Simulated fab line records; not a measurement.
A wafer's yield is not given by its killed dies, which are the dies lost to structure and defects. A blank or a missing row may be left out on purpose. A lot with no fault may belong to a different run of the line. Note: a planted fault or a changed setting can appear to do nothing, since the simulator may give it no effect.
The tool behind it: which one? ; flow gf180mcu ; 14 lots, 42 wafers sampled, at 4 steps of a route of 602

WHAT EACH GAUGE READ, for each wafer
GF_POLY_GATE_CD_MEAS_10: target cd 280 nm.
lot;measured;on;cdNm (nm)
L827;day 9 03:57;cdSem-02;279.0 280.0 280.0
L828;day 9 11:52;cdSem-02;278.8 279.4 278.5
L829;day 9 19:40;cdSem-01;279.6 280.5 278.6
L830;day 9 22:16;cdSem-01;280.9 279.9 281.5
L831;day 10 09:50;cdSem-01;281.4 279.9 280.5
L835;day 11 13:58;cdSem-02;278.7 278.2 278.2
L836;day 11 20:08;cdSem-01;280.8 279.6 280.7
L837;day 12 04:48;cdSem-02;279.8 279.8 280.9
L838;day 12 09:15;cdSem-01;279.0 280.0 280.6
L840;day 13 01:18;cdSem-01;279.1 279.5 280.1
L841;day 13 04:33;cdSem-01;281.7 282.5 282.3
L844;day 14 10:02;cdSem-02;280.8 280.1 280.0
L846;day 14 19:46;cdSem-02;280.4 280.3 280.2
L849;day 15 20:19;cdSem-01;282.2 282.4 280.8

GF_HV_LDD_OVL_MEAS_47.
lot;measured;on;HV_LDD_03_OVL (nm)
L827;day 12 08:26;overlay-02;-1.6 -0.7 -2.3
L828;day 12 17:32;overlay-02;-2.0 -2.4 -1.6
L829;day 13 00:53;overlay-02;-1.5 -0.4 -0.8
L830;day 13 05:11;overlay-02;-0.5 -1.0 -0.6
L831;day 13 18:48;overlay-02;241.3 243.2 242.5 241.6 243.1 242.3
L835;day 15 05:44;overlay-01;244.6 243.4 243.8 244.2 243.5 243.5
L836;day 15 09:12;overlay-01;242.3 243.8 241.5 242.6 243.6 241.6
L837;day 15 18:20;overlay-02;-0.7 0.6 0.0
L838;day 16 04:44;overlay-01;244.9 242.8 243.5 244.5 242.6 243.2
L840;day 16 18:14;overlay-02;0.2 -1.4 0.1
L841;day 16 21:56;overlay-01;0.7 1.1 1.2
L844;day 18 07:50;overlay-02;-2.2 -0.5 -0.3
L846;day 18 18:38;overlay-02;-1.3 1.0 -0.8
L849;day 19 21:36;overlay-02;1.7 2.1 3.0

GF_SALICIDE_RS_MEAS_04: the measuring method here is four-point-probe.
lot;measured;on;SALICIDE_TIN_RS (ohm/sq)
L827;day 15 03:39;filmMetro-03;16.1 15.8 16.0
L828;day 15 12:52;filmMetro-03;16.5 16.8 16.8
L829;day 15 22:05;filmMetro-01;16.6 16.5 16.7
L830;day 16 01:19;filmMetro-02;15.8 16.0 16.0
L837;day 18 20:09;filmMetro-01;16.5 16.4 16.6
L840;day 19 21:34;filmMetro-01;15.9 15.9 15.9
L841;day 20 02:37;filmMetro-03;16.3 16.5 16.4
L844;day 21 12:42;filmMetro-01;16.2 16.0 16.2
L846;day 21 23:07;filmMetro-01;16.7 16.7 16.4
L849;day 23 03:02;filmMetro-01;16.7 16.9 16.9

TOOL THAT RAN EACH LOT (tool first, then ch and the chambers of the sampled wafers, then the start)
lot;GF_HV_LDD_EXPOSE_43
L827;ilineStepper-02 ch 0, day 11 22:48
L828;ilineStepper-02 ch 0, day 12 07:22
L829;ilineStepper-02 ch 0, day 12 15:10
L830;ilineStepper-01 ch 0, day 12 19:44
L831;ilineStepper-02 ch 0, day 13 08:09
L835;ilineStepper-02 ch 0, day 14 19:32
L836;ilineStepper-02 ch 0, day 14 22:24
L837;ilineStepper-01 ch 0, day 15 07:41
L838;ilineStepper-02 ch 0, day 15 17:47
L840;ilineStepper-01 ch 0, day 16 06:53
L841;ilineStepper-01 ch 0, day 16 11:01
L844;ilineStepper-01 ch 0, day 17 20:28
L846;ilineStepper-01 ch 0, day 18 06:26
L849;ilineStepper-01 ch 0, day 19 09:33
- GF_HV_LDD_EXPOSE_43: exposes mask Pplus HV AREA, target cd 400 nm.

AS READ BY THE TOOLS THEMSELVES (means over the sampled wafers that have a number; for cases with no such wafer, the mark the record gives instead)
GF_HV_LDD_EXPOSE_43.
lot;tool;stageVelMmS (mm/s)
L827;ilineStepper-02;499.69
L828;ilineStepper-02;500.05
L829;ilineStepper-02;500.07
L830;ilineStepper-01;499.99
L831;ilineStepper-02;500.12
L835;ilineStepper-02;499.84
L836;ilineStepper-02;499.82
L837;ilineStepper-01;500.13
L838;ilineStepper-02;500.03
L840;ilineStepper-01;499.79
L841;ilineStepper-01;500.04
L844;ilineStepper-01;500.14
L846;ilineStepper-01;500.05
L849;ilineStepper-01;499.79

THE ANSWER, worked out from the rows above alone
Rule: the usual values come from the lots themselves. Put in order of their means at a reading, lots are off if they are a third of the lots or fewer, leave a main group of 4 or more, and stand apart from it by a gap of 3 or more times the standard deviation of the main group's means; of several such gaps the widest counts. If all means in a main group match to the digits the tables above print for the reading, that group is not used. A lot without any number at a reading at which 4 lots or more have one is off too. The other lots that the step has rows for count as sound. First the gauges in route order, then the tools' own readings, where a lot's mean is used as printed above. The first step at which some lot is off is used, and at that step the reading that is off furthest; a lot without a number counts as furthest.
Off: L831, L835, L836, L838, seen at GF_HV_LDD_OVL_MEAS_47 (HV_LDD_03_OVL). Main group: mean -0.4 nm, sd 1.2.
If a tool, at a process step before that reading, ran all the lots that are off and no sound lot after the first of them, it fits. Gauges at GF_HV_LDD_OVL_MEAS_47: tried the same way as those tools. One candidate fits, namely ilineStepper-02 at GF_HV_LDD_EXPOSE_43. A fault onset in the window from L829 (day 12 15:10, its last sound lot) to L831 (day 13 08:09, its first lot off) fits.

WHAT WAS PUT IN BY THE SIMULATOR
Scanner matching overlay: ilineStepper-02, from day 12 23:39 on, at GF_HV_LDD_EXPOSE_43. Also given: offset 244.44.
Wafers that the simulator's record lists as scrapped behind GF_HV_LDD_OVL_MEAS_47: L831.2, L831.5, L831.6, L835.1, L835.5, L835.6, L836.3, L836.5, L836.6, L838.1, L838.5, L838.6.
Lots struck among those shown: L831, L835, L836, L838. Same finding as the rule above.
